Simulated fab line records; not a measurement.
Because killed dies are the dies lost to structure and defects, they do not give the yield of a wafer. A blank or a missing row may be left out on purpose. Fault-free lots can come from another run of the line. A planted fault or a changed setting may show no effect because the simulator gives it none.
Chamber matching	flow sky130	pecvd-04 running SKY_PASSIVATION_CVD_02: 3 sister chambers
The step deposits Si3N4, target thk 540 nm. 16 wafers are shown with their chamber, then 8 later ones without.

WAFERS, EACH WITH ITS CHAMBER
wafer	chamber	heaterPowerW (W)	susceptorTempC (C)
L074.1	1	562	399.95
L074.4	2	735	400.19
L074.5	0	753	399.86
L075.1	0	710	399.98
L075.3	2	626	400.50
L075.4	2	666	400.09
L079.1	1	513	400.06
L079.2	0	757	400.23
L079.4	1	525	400.22
L081.1	1	594	399.50
L081.4	1	474	399.94
L081.6	2	661	400.23
L082.2	2	658	399.77
L082.3	0	763	400.08
L082.5	2	663	400.03
L083.1	0	646	400.15

SIGNATURES (averages over the wafers above)
reading	chamber 0	chamber 1	chamber 2	scatter within a chamber
heaterPowerW	725.80	533.60	668.17	43.5
susceptorTempC	400.0600	399.9340	400.1350	0.226
Rule: for a wafer and a chamber, the distance is found by dividing, reading by reading, the gap between the wafer's reading and the chamber's mean by the reading's scatter, squaring, summing and taking the root. The wafer belongs to the nearest chamber; if the next one is less than 2 further off, it can't be placed. How the scatter is found: for the shown wafers, subtract from each reading the mean of its chamber, square and add these, divide the total by (wafers less chambers), then take the root.

WAFERS WHOSE CHAMBER IS MISSING
wafer	heaterPowerW (W)	susceptorTempC (C)
L083.3	506	400.05
L083.5	693	400.41
L089.1	756	399.93
L089.3	560	399.93
L089.5	584	399.88
L091.1	740	400.24
L091.3	589	399.75
L091.5	644	399.96

WHICH CHAMBER EACH WENT THROUGH
wafer	from the rows above	in truth
L083.3	1	1
L083.5	can't be placed: 2 or 0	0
L089.1	can't be placed: 0 or 2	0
L089.3	1	1
L089.5	can't be placed: 1 or 2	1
L091.1	can't be placed: 0 or 2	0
L091.3	can't be placed: 1 or 2 or 0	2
L091.5	can't be placed: 2 or 0 or 1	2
Correctly placed: 2 of 8. Cannot be placed on the basis of these rows: 6; the candidates contain the true chamber in 6. Placed wrongly: 0.
